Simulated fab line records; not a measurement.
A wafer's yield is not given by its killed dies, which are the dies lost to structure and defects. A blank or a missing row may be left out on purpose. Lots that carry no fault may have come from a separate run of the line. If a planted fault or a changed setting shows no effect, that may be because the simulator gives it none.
Struck lot and sound lot, side by side + flow gf180mcu + 16 steps out of a route of 602
Sound: these wafers, L775.2, L775.5, L775.6. Wafers struck: L764.1, L764.2, L764.4. The cause comes at the end.
For every step that has rows: the tool of each side, followed by ch and its chambers, followed by its first start. Under that, the readings that differ: sound wafers + struck wafers + difference of the means + sigmas: that difference in standard deviations of wafers without a fault.
alike: readings with means less than 2 such deviations apart, plus words and numbers identical on both sides. not compared: withheld readings, readings lacking a value on some wafer, bounds such as >300 that could conceal the same value, and numbers that have no deviation in the record and whose values overlap.
Wherever a step has rows on one side only, a row that says differs or no value, or a row with sigmas, the two part there. Numbers that have no deviation but don't overlap get no sigmas and don't part them. A reading missing from all wafers of one side parts the sides only when that side holds two or more wafers.

GF_V1_CMP_04: polishes SiO2.
  sound on cmp-01 ch 0,1,3, day 22 11:14; struck on cmp-02 ch 1,2,3, day 18 08:21
  alike: edge-zone-pressure-frac, motor-current-A, time-to-endpoint-s
GF_V1_BOW_MEAS_05:
  sound: film-metro-03 at day 22 11:28; struck: film-metro-02 at day 18 08:39
  alike: V1_BOW
then, 8 steps without rows for these wafers: GF_V1_DEHYDRATE_06 (time 60 s); GF_V1_HMDS_07 (prime time 60 s); GF_V1_COAT_08; GF_V1_COAT_09 (resist thk 1000 nm); GF_V1_SOFTBAKE_10 (time 60 s); GF_V1_EXPOSE_11 (exposes mask Via1, target cd 260 nm); GF_V1_PEB_12 (peb time 90 s); GF_V1_DEVELOP_13 (develop time 60 s).
GF_V1_CD_MEAS_14: target cd 260 nm.
  sound: cd-sem-02 at day 23 10:09; struck: cd-sem-02 at day 19 09:32
  alike: cd-nm
GF_V1_OVL_MEAS_15:
  sound: overlay-01 at day 23 10:16; struck: overlay-01 at day 19 09:39
  alike: V1_OVL
GF_V1_ETCH_16: etches BARC in N2/H2.
  sound on rie-diel-01 ch 2,3, day 23 10:17; struck on rie-diel-01 ch 0,1,2, day 19 09:41
  no value came back on the struck wafers for any of 5 readings (bias-w (W), chamber-pressure-mTorr (mTorr) and others); on the sound wafers bias-w (W) reads 99.9 100.2 100.4
GF_V1_ETCH_17: etches SiO2 in C4F8/O2/Ar, stops on TiN, target depth 630 nm.
  sound: rie-diel-01 ch 2,3; struck: rie-diel-01 ch 0,1,2
| reading               | sound             | struck            | difference | sigmas      |
|-----------------------|-------------------|-------------------|------------|-------------|
| oes-product-au (a.u.) | 0.846 0.851 0.851 | 0.375 0.372 0.366 | -0.478     | -99 or more |
  alike: bias-w, chamber-pressure-mTorr
GF_V1_STRIP_18: strips in O2/N2.
  sound on plasma-asher-01 ch 0,1, day 23 10:25; struck on plasma-asher-01 ch 0,1, day 19 09:49
| reading               | sound             | struck            | difference | sigmas |
|-----------------------|-------------------|-------------------|------------|--------|
| oes-product-au (a.u.) | 0.604 0.596 0.595 | 0.616 0.621 0.603 | +0.015     | +3     |
  alike: drypump-motor-current-A, heater-power-w
  not compared: rf-hours-counter-h
then, 1 step without rows for these wafers: GF_V1_STRIP_19 (strips in post etch residue remover, time 1200 s).

## WHERE THEY PART
First at GF_V1_ETCH_16; last, within this record, at GF_V1_STRIP_18.

WHY: what had been put in by the simulator
Step skipped in full: rie-diel-01, at GF_V1_ETCH_16, from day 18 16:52 onward. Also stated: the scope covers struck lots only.
